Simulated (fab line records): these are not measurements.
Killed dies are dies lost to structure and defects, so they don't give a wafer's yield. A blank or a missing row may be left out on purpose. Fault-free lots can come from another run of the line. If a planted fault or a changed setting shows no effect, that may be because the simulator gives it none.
Matching of chambers :: flow gf180mcu :: GF_V1_CMP_04 on cmp-01: 4 sister chambers
The step polishes SiO2. 14 wafers are shown with their chamber, then 7 later ones without.

== WAFERS PAIRED WITH THEIR CHAMBERS ==
wafer: L345.1
chamber: 3
motor_current_A (A): 12.3
time_to_endpoint_s (s): 79
slurry_flow_ml_min: 150.3

wafer: L345.3
chamber: 0
motor_current_A (A): 13.2
time_to_endpoint_s (s): 76
slurry_flow_ml_min: 149.8

wafer: L345.5
chamber: 2
motor_current_A (A): 10.8
time_to_endpoint_s (s): 84
slurry_flow_ml_min: 148.8

wafer: L349.1
chamber: 0
motor_current_A (A): 12.9
time_to_endpoint_s (s): 77
slurry_flow_ml_min: 150.3

wafer: L349.2
chamber: 1
motor_current_A (A): 10.5
time_to_endpoint_s (s): 77
slurry_flow_ml_min: 150.2

wafer: L349.4
chamber: 3
motor_current_A (A): 12.7
time_to_endpoint_s (s): 85
slurry_flow_ml_min: 150.1

wafer: L350.2
chamber: 1
motor_current_A (A): 11.0
time_to_endpoint_s (s): 82
slurry_flow_ml_min: 149.0

wafer: L350.3
chamber: 3
motor_current_A (A): 11.9
time_to_endpoint_s (s): 72
slurry_flow_ml_min: 149.3

wafer: L350.4
chamber: 0
motor_current_A (A): 13.0
time_to_endpoint_s (s): 78
slurry_flow_ml_min: 149.6

wafer: L351.3
chamber: 2
motor_current_A (A): 10.8
time_to_endpoint_s (s): 79
slurry_flow_ml_min: 150.7

wafer: L351.4
chamber: 3
motor_current_A (A): 12.1
time_to_endpoint_s (s): 83
slurry_flow_ml_min: 150.1

wafer: L351.5
chamber: 3
motor_current_A (A): 12.0
time_to_endpoint_s (s): 85
slurry_flow_ml_min: 149.4

wafer: L352.1
chamber: 3
motor_current_A (A): 12.0
time_to_endpoint_s (s): 72
slurry_flow_ml_min: 150.4

wafer: L352.3
chamber: 0
motor_current_A (A): 13.0
time_to_endpoint_s (s): 76
slurry_flow_ml_min: 149.7

SIGNATURES (means of the wafers above)
reading: motor_current_A
chamber 0: 13.025
chamber 1: 10.750
chamber 2: 10.800
chamber 3: 12.167
scatter within a chamber: 0.246

reading: time_to_endpoint_s
chamber 0: 76.75
chamber 1: 79.50
chamber 2: 81.50
chamber 3: 79.33
scatter within a chamber: 4.62

reading: slurry_flow_ml_min
chamber 0: 149.850
chamber 1: 149.600
chamber 2: 149.750
chamber 3: 149.933
scatter within a chamber: 0.625
Rule: for a wafer and a chamber, the distance is found by dividing, reading by reading, the gap between the wafer's reading and the chamber's mean by the reading's scatter, squaring, summing and taking the root. The wafer belongs to the nearest chamber; if the next one is less than 2 further off, it can't be placed. The scatter is the square root of a quotient: the sum, over the shown wafers, of each reading's squared deviation from its chamber's mean, divided by wafers minus chambers.

== WAFERS WITH NO CHAMBER GIVEN ==
wafer: L352.6
motor_current_A (A): 10.7
time_to_endpoint_s (s): 79
slurry_flow_ml_min: 150.3

wafer: L361.4
motor_current_A (A): 11.1
time_to_endpoint_s (s): 89
slurry_flow_ml_min: 150.0

wafer: L361.5
motor_current_A (A): 12.9
time_to_endpoint_s (s): 90
slurry_flow_ml_min: 149.9

wafer: L361.6
motor_current_A (A): 12.6
time_to_endpoint_s (s): 84
slurry_flow_ml_min: 149.3

wafer: L362.2
motor_current_A (A): 11.1
time_to_endpoint_s (s): 72
slurry_flow_ml_min: 150.8

wafer: L362.3
motor_current_A (A): 13.2
time_to_endpoint_s (s): 74
slurry_flow_ml_min: 149.6

wafer: L362.4
motor_current_A (A): 11.7
time_to_endpoint_s (s): 77
slurry_flow_ml_min: 150.4

== THE CHAMBER EACH PASSED THROUGH ==
wafer: L352.6
from the rows above: can't be placed: 2 or 1
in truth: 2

wafer: L361.4
from the rows above: can't be placed: 2 or 1
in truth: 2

wafer: L361.5
from the rows above: can't be placed: 0 or 3
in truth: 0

wafer: L361.6
from the rows above: can't be placed: 3 or 0
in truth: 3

wafer: L362.2
from the rows above: can't be placed: 1 or 2 or 3
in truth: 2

wafer: L362.3
from the rows above: 0
in truth: 0

wafer: L362.4
from the rows above: can't be placed: 3 or 2
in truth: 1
Correctly placed: 1 of 7. From these rows, 6 cannot be placed; in 5 the true chamber is one of the candidates. Wrongly placed: 0.
